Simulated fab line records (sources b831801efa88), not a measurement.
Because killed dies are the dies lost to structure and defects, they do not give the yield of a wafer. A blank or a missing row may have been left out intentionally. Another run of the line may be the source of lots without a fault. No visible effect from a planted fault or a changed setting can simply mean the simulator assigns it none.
Commonality check across tools    flow gf180mcu    Sampled: 11 lots, 33 wafers

## REASON FOR OPENING
3 of 11 lots carry a flag on the reading M2_ALCU_RS at GF_M2_RS_MEAS_05. Fault-free wafers read 0.0696 ohm/sq, with a standard deviation of 0.00089.
Rule: a lot gets a flag if all its wafers with a number sit over 4 standard deviations from that mean, or if no wafer of it has a number. All remaining lots are regarded as sound.

lot   measured      on            M2_ALCU_RS (ohm/sq), wafer by wafer  flag
L954  day 18 07:06  filmMetro-02  0.0695 0.0678 0.0674                 
L955  day 18 15:47  filmMetro-03  0.0682 0.0709 0.0706                 
L958  day 19 21:08  filmMetro-03  0.0694 0.0692 0.0691                 
L961  day 21 02:38  filmMetro-03  0.0684 0.0680 0.0684                 
L965  day 22 13:02  filmMetro-03  7.1634 7.1187 7.1058                 FLAGGED
L966  day 22 23:35  filmMetro-03  7.1064 7.1761 7.0914                 FLAGGED
L967  day 23 10:58  filmMetro-02  7.0985 7.1331 7.1501                 FLAGGED
L973  day 25 06:47  filmMetro-02  0.0702 0.0714 0.0696                 
L975  day 25 18:34  filmMetro-02  0.0692 0.0685 0.0681                 
L976  day 26 04:05  filmMetro-03  0.0709 0.0697 0.0700                 
L977  day 26 14:13  filmMetro-03  0.0689 0.0699 0.0692                 
The numbers of the flagged lots are 7.1271 ohm/sq on average: +7.0575 ohm/sq against the usual, or +99 or more standard deviations.

## EACH LOT AND THE TOOL IT RAN ON
3 process steps preceding the reading are held in the record, out of 602 steps in the route. In each cell: the tool, then ch and the chambers that the sampled wafers went through, then the start.
lot   flag     GF_M1_SPUTTER_02             GF_M1_SPUTTER_03             GF_M2_SPUTTER_02
L954           pvdSputter-01, day 16 05:25  pvdSputter-01, day 16 05:27  pvdSputter-02, day 18 07:01
L955           pvdSputter-02, day 16 13:37  pvdSputter-02, day 16 13:39  pvdSputter-02, day 18 15:41
L958           pvdSputter-03, day 17 18:10  pvdSputter-03, day 17 18:12  pvdSputter-04, day 19 21:02
L961           pvdSputter-01, day 18 22:10  pvdSputter-01, day 18 22:12  pvdSputter-04, day 21 02:32
L965  FLAGGED  pvdSputter-03, day 20 08:25  pvdSputter-03, day 20 08:27  pvdSputter-04, day 22 12:56
L966  FLAGGED  pvdSputter-01, day 20 20:23  pvdSputter-01, day 20 20:25  pvdSputter-03, day 22 23:29
L967  FLAGGED  pvdSputter-03, day 21 07:55  pvdSputter-03, day 21 07:57  pvdSputter-04, day 23 10:53
L973           pvdSputter-03, day 23 07:17  pvdSputter-03, day 23 07:19  pvdSputter-04, day 25 06:41
L975           pvdSputter-02, day 23 19:28  pvdSputter-02, day 23 19:30  pvdSputter-04, day 25 18:29
L976           pvdSputter-02, day 24 04:58  pvdSputter-02, day 24 05:00  pvdSputter-03, day 26 03:59
L977           pvdSputter-01, day 24 15:43  pvdSputter-01, day 24 15:45  pvdSputter-04, day 26 14:08
These steps, and what they do:
- GF_M1_SPUTTER_02: material AlCu, target thk 450 nm, time 23.9 s.
- GF_M1_SPUTTER_03: material Ti, target thk 10 nm, time 6.7 s.
- GF_M2_SPUTTER_02: material AlCu, target thk 450 nm, time 23.9 s.
- GF_M2_RS_MEAS_05: measures by four-point-probe.

## FLAGGED AGAINST TOTAL, ONE TOOL AT A TIME (gauges that did the reading follow at the end)
step              tool           lots run  flagged  share of the flagged lots  sound lots run after its first flagged lot
GF_M1_SPUTTER_02  pvdSputter-01  4         1        some                       1 (L977)
GF_M1_SPUTTER_02  pvdSputter-02  3         0        none                       -
GF_M1_SPUTTER_02  pvdSputter-03  4         2        some                       1 (L973)
GF_M1_SPUTTER_03  pvdSputter-01  4         1        some                       1 (L977)
GF_M1_SPUTTER_03  pvdSputter-02  3         0        none                       -
GF_M1_SPUTTER_03  pvdSputter-03  4         2        some                       1 (L973)
GF_M2_SPUTTER_02  pvdSputter-02  2         0        none                       -
GF_M2_SPUTTER_02  pvdSputter-03  2         1        some                       1 (L976)
GF_M2_SPUTTER_02  pvdSputter-04  7         2        some                       3 (L973,L975,L977)
GF_M2_RS_MEAS_05  filmMetro-02   4         1        some                       2 (L973,L975)
GF_M2_RS_MEAS_05  filmMetro-03   7         2        some                       2 (L976,L977)

## WHAT IS ALLOWED BY THE TABLE
No row of the table ran every flagged lot.

## WHAT HAD BEEN PUT IN BY THE SIMULATOR
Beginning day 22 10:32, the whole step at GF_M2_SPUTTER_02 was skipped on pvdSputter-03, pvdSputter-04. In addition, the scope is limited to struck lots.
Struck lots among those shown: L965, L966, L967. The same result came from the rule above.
